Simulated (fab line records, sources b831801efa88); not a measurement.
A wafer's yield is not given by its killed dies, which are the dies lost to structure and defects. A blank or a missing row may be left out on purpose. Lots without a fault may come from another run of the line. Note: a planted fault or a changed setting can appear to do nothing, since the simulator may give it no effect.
A lot that was struck, set against a sound lot :: flow sky130 :: 15 steps out of a route of 708
Sound: wafers L644.1, L644.2, L644.3. Wafers struck: L664.1, L664.2, L664.3. The cause is given at the end.
Order at every step that has rows: each side's tool, ch and its chambers, its first start. Under that, the readings that differ: sound wafers :: struck wafers :: difference of the means :: sigmas: that difference in standard deviations of wafers without a fault.
alike: words and numbers the same on both sides, and readings whose means are apart by under 2 such deviations; not compared: readings that were withheld, readings missing a value for some wafer, numbers with overlapping values and no deviation given by the record, and bounds like >300 which may hide the same value.
Wherever a step has rows on one side only, a row that says differs or no value, or a row with sigmas, the two part there. Numbers that don't overlap but have no deviation are shown without sigmas and don't part them. Lack of a reading on every wafer of one side parts them only where that side has two or more wafers.

first, 2 steps without rows for these wafers: SKY_DNWELL_DEVELOP_06 (develop time 60 s); SKY_DNWELL_IMPLANT_07.
SKY_DNWELL_STRIP_08: strips in O2/N2.
  sound on plasma asher-01 ch 0,1, day 3 21:15; struck on plasma asher-01 ch 0,1, day 8 08:06
  alike: drypump motor current A, o2 flow sccm, oes product au, strip time to endpoint s
  not compared: rf hours counter h
SKY_DNWELL_TW_MEAS_09:
  struck on film metro-01, day 8 08:12; sound on film metro-02, day 3 21:21
  alike: DNWELL_TW
then, 7 steps without rows for these wafers: SKY_PWDE_DEHYDRATE_00 (time 60 s); SKY_PWDE_HMDS_01 (prime time 60 s); SKY_PWDE_COAT_02 (resist thk 3000 nm); SKY_PWDE_SOFTBAKE_03; SKY_PWDE_EXPOSE_04 (exposes mask PWDEM, target cd 840 nm); SKY_PWDE_PEB_05; SKY_PWDE_DEVELOP_06 (develop time 60 s).
SKY_PWDE_OVL_MEAS_07:
  struck on overlay-02, day 9 05:39; sound on overlay-02, day 4 13:42
  alike: PWDE_OVL
SKY_PWDE_IMPLANT_08:
  sound on implanter-01 ch 0, day 4 13:44; struck on implanter-04 ch 0, day 9 05:41
reading: beam energy keV
sound: 149.99 150.08 150.00
struck: 139.61 139.60 139.58
difference: -10.43
sigmas: -99 or more

reading: model.implant.rp nm (nm)
sound: 454.8 454.8 454.8
struck: 419.5 419.5 419.5
difference: -35.3
sigmas: 

reading: model.implant.drp nm (nm)
sound: 97.97 97.97 97.97
struck: 95.37 95.37 95.37
difference: -2.60
sigmas: 
SKY_PWDE_STRIP_09: strips in O2/N2.
  sound on plasma asher-02 ch 0,1, day 4 13:53; struck on plasma asher-04 ch 0,1, day 9 05:50
  alike: drypump motor current A, o2 flow sccm, oes product au, strip time to endpoint s
  not compared: rf hours counter h
-- the record jumps here: 42 days lie between the struck wafers' starts before and after (it left off in module PWDE and takes up again in module PAD_OPEN, whose first step shown is number 708 of the route) --
SKY_PAD_OPEN_PROBE_99:
  struck on prober-02, day 51 02:41; sound on prober-02, day 47 01:11
reading: model.etest.res_p_drift_20v.line ohm um
sound: 1.024e+04 1.101e+04 1.018e+04
struck: 1.419e+04 1.237e+04 1.211e+04
difference: +2.413e+03
sigmas: 

reading: model.etest.res_p_drift_20v.rs ohm sq
sound: 8481 9146 8345
struck: 1.178e+04 1.02e+04 1.004e+04
difference: +2.016e+03
sigmas: 
  alike: killed_at_M0_to_M3, killed_at_M4_up, killed at contacts, killed at front end, killed at other, killed dies, killed open, killed short

WHERE THEY PART
Within this record, at SKY_PWDE_IMPLANT_08 only. Later steps at which nothing parts them and some readings are alike: SKY_PWDE_STRIP_09, SKY_PAD_OPEN_PROBE_99.

WHY: what had been put in by the simulator
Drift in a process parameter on implanter-04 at SKY_PWDE_IMPLANT_08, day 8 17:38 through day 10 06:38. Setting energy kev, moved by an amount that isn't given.
